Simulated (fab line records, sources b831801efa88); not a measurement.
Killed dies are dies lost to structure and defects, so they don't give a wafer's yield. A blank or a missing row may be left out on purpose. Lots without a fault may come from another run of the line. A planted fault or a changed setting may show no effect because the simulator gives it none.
Split-lot experiment | flow sky130 | 5 lots, 23 wafers read, on a route of 708 steps

THE SPLIT
At SKY_LI_CONTACT_CVD_21 (deposits W, target thk 400 nm, time 120.56 s), the setting temp_c was moved away from the recipe's 400 C on 7 of the 23 wafers read, by -2.2% to +2.2%. The other wafers ran this setting at the recipe's value.

FROM THE SPLIT TO THE READING: what the file shows between them, 1 step
- SKY_LI_CONTACT_RS_MEAS_22: measures by four-point-probe

THE READING
LI_CONTACT_W_THK, in nm, at SKY_LI_CONTACT_THK_MEAS_23 (measures by xrf). Fault-free wafers of this fab line usually give 382 nm, standard deviation 4.8 nm.

wafer  | tool, chamber at the split | temp_c as run, C | against the recipe | LI_CONTACT_W_THK, nm | against lot-mates on the recipe
L076.2 | cvd_w-01, 0                | 409              | +2.2%              | 439                  | +62
L076.3 | cvd_w-01, 1                | 400              | recipe             | 379                  | -
L076.4 | cvd_w-01, 0                | 409              | +2.2%              | 436                  | +59
L076.5 | cvd_w-01, 0                | 400              | recipe             | 375                  | -
L076.6 | cvd_w-01, 1                | 400              | recipe             | 378                  | -
L079.1 | cvd_w-01, 1                | 400              | recipe             | 376                  | -
L079.2 | cvd_w-01, 0                | 391              | -2.2%              | 324                  | -54
L079.3 | cvd_w-01, 1                | 400              | recipe             | 382                  | -
L079.4 | cvd_w-01, 0                | 391              | -2.2%              | 322                  | -56
L079.5 | cvd_w-01, 0                | 400              | recipe             | 376                  | -
L081.1 | cvd_w-02, 1                | 400              | recipe             | 377                  | -
L081.2 | cvd_w-02, 0                | 400              | recipe             | 382                  | -
L081.6 | cvd_w-02, 1                | 400              | recipe             | 380                  | -
L080.1 | cvd_w-02, 1                | 400              | recipe             | 384                  | -
L080.3 | cvd_w-02, 1                | 400              | recipe             | 387                  | -
L080.4 | cvd_w-02, 0                | 400              | recipe             | 378                  | -
L080.5 | cvd_w-02, 1                | 400              | recipe             | 389                  | -
L080.6 | cvd_w-02, 0                | 400              | recipe             | 383                  | -
L085.1 | cvd_w-02, 1                | 400              | recipe             | 377                  | -
L085.2 | cvd_w-02, 0                | 392.5            | -1.9%              | 331                  | -45
L085.4 | cvd_w-02, 1                | 400              | recipe             | 375                  | -
L085.5 | cvd_w-02, 0                | 392.5            | -1.9%              | 329                  | -47
L085.6 | cvd_w-02, 1                | 392.5            | -1.9%              | 330                  | -46

THE FIT
A straight line over all 23 wafers: LI_CONTACT_W_THK changes by +25.8 nm for each +1% of temp_c; r = +0.99; the points scatter about the line by 3.7 nm.
The same after taking each lot's own level away (the mean of its wafers on the recipe; 23 wafers): +25.3 nm for each +1%; r = +1.00; scatter 2.7 nm.
On that fit, the largest move of temp_c shifts the reading by 57 nm.
The lots' own levels span 376.0 to 384.2 nm, that is 1.7 times the standard deviation above.
So the lot-to-lot level changes the slope little: the two slopes agree.
Check: with one of the wafers moved furthest among these (+2.2%) left out of the fit, the line predicts +56.3 nm for it against its lot-mates. It came out at +61.7 nm against them.

THE WHOLE CHAIN: every reading that the file lists as answering this split, in the file's order
step                       | what it does                                               | reading                                                                        | change (the file's fit)              | r (the file's)
SKY_LI_CONTACT_CVD_21      | deposits W, target thk 400 nm, time 120.56 s               | W_of_LI_CONTACT_CVD_21.thk_nm (the simulator's own value, which no gauge read) | +27.2 nm for each +1% of the setting | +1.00
SKY_LI_CONTACT_RS_MEAS_22  | measures by four-point-probe                               | LI_CONTACT_W_RS                                                                | -0.0208 for each +1% of the setting  | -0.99
SKY_LI_CONTACT_THK_MEAS_23 | measures by xrf                                            | LI_CONTACT_W_THK                                                               | +25.2 for each +1% of the setting    | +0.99
SKY_LI_CONTACT_CMP_24      | polishes, stops on PSG, t overpolish 20 s, target thk 0 nm | time_to_endpoint_s                                                             | withheld for each +1% of the setting | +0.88

THE FILE'S OWN FIT
LI_CONTACT_W_THK changes by +25.2 nm for each +1% of temp_c, r = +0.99.
